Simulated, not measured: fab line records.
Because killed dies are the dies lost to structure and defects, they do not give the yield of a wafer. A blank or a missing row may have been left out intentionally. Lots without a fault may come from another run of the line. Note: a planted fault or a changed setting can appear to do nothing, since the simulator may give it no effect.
Code-filled problem report in 8D (eight disciplines) form | flow sky130 | the parts of the form that need people (team, actions taken, sign-off) are left out

1. WHAT WENT WRONG
run length s at SKY_FIELD_ISO_ETCH_17 reads a mean of 116.0 s on 3 wafers of 2 lots; wafers without a fault read 126.2 s with a standard deviation of 0.41. That is -25 standard deviations from the usual mean.
The step: etches Si in HBr/Cl2/O2, target depth 342 nm, time 97.7 s.
The first sign was on wafer L248.4 at day 3 16:46, on rie si-01. The record has a number at this step for 36 wafers belonging to 12 lots. Rule for "out" (also "out of limits"): further than 4 standard deviations from the usual mean. The rest of the wafers with a number are treated as sound.

2. WHAT IT IS, AND WHAT IT ISN'T
question                    | is                     | is not
which readings at this step | run length s           | HBr_flow_sccm, drypump motor current A, oes product au, throttle valve pct
which lots                  | L248, L250             | L241, L242, L243, L244, L245, L246, L257, L260, L263, L264
which wafers of those lots  | L248.4, L248.5, L250.4 | L248.2, L250.2, L250.6
read on which tools         | rie si-01              | rie si-02
when                        | from day 3 16:46       | up to then (19 sound wafers); but 14 sound wafers of L250, L257, L260, L263, L264 came after

3. THE SUSPECTS, EACH WITH WHAT RULES IT OUT
Counting: any tool at a process step up to the reading remains a suspect provided it ran every lot that is out. Sound lots after the first of them don't rule it out here, since some wafers of a struck lot are sound.
- plasma asher-04 at SKY_FIELD_ISO_STRIP_16 (strips in O2/N2): kept. It ran every lot that is out, first L248 (day 3 16:40); its last sound lot up to then is L246 (day 3 06:31).
- rie si-01 at SKY_FIELD_ISO_ETCH_17 (etches Si in HBr/Cl2/O2, target depth 342 nm, time 97.7 s): kept. It ran every lot that is out, first L248 (day 3 16:46); its last sound lot up to then is L246 (day 3 06:37). Its own run length s readings are out on those wafers.
- Within rie si-01 at SKY_FIELD_ISO_ETCH_17: the wafers that are out ran in chamber 2; their sound lot-mates ran in chambers 1, 3.
Left after counting: plasma asher-04 at SKY_FIELD_ISO_STRIP_16, rie si-01 at SKY_FIELD_ISO_ETCH_17.

4. THE CAUSE (what the simulator had put in)
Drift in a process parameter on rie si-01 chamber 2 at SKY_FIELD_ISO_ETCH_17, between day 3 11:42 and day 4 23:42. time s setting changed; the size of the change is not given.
This tool is one of the 2 suspects left after counting.

5. SEQUENCE OF EFFECTS, ordered by route
One row per reading whose mean, taken over the struck wafers that have a number, lies over 3 standard deviations from the usual. Scope: only readings with a usual standard deviation given in the record; hours: median across lots of the time from each lot's start at the first step in this table that gives one to its start at this step; sigmas: change in usual standard deviations.
hours | step                  | reading      | usual   | on struck wafers | change | sigmas
0     | SKY_FIELD_ISO_ETCH_17 | run length s | 126.2 s | 116.0            | -10.2  | -25
Process steps it contains:
- SKY_FIELD_ISO_ETCH_17: etches Si in HBr/Cl2/O2, target depth 342 nm, time 97.7 s.
At these later measuring or inspecting steps, every struck wafer for which the step has a row has a number for every such reading, and none has moved that far: SKY_NWELL_THK_MEAS_02, SKY_VT_ADJUST_HVTP_CD_MEAS_07.

6. HOW IT WOULD HAVE BEEN CAUGHT EARLIER
First out-of-limits reading in this record: day 3 16:46, which is 5 hours after fault onset at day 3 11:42.
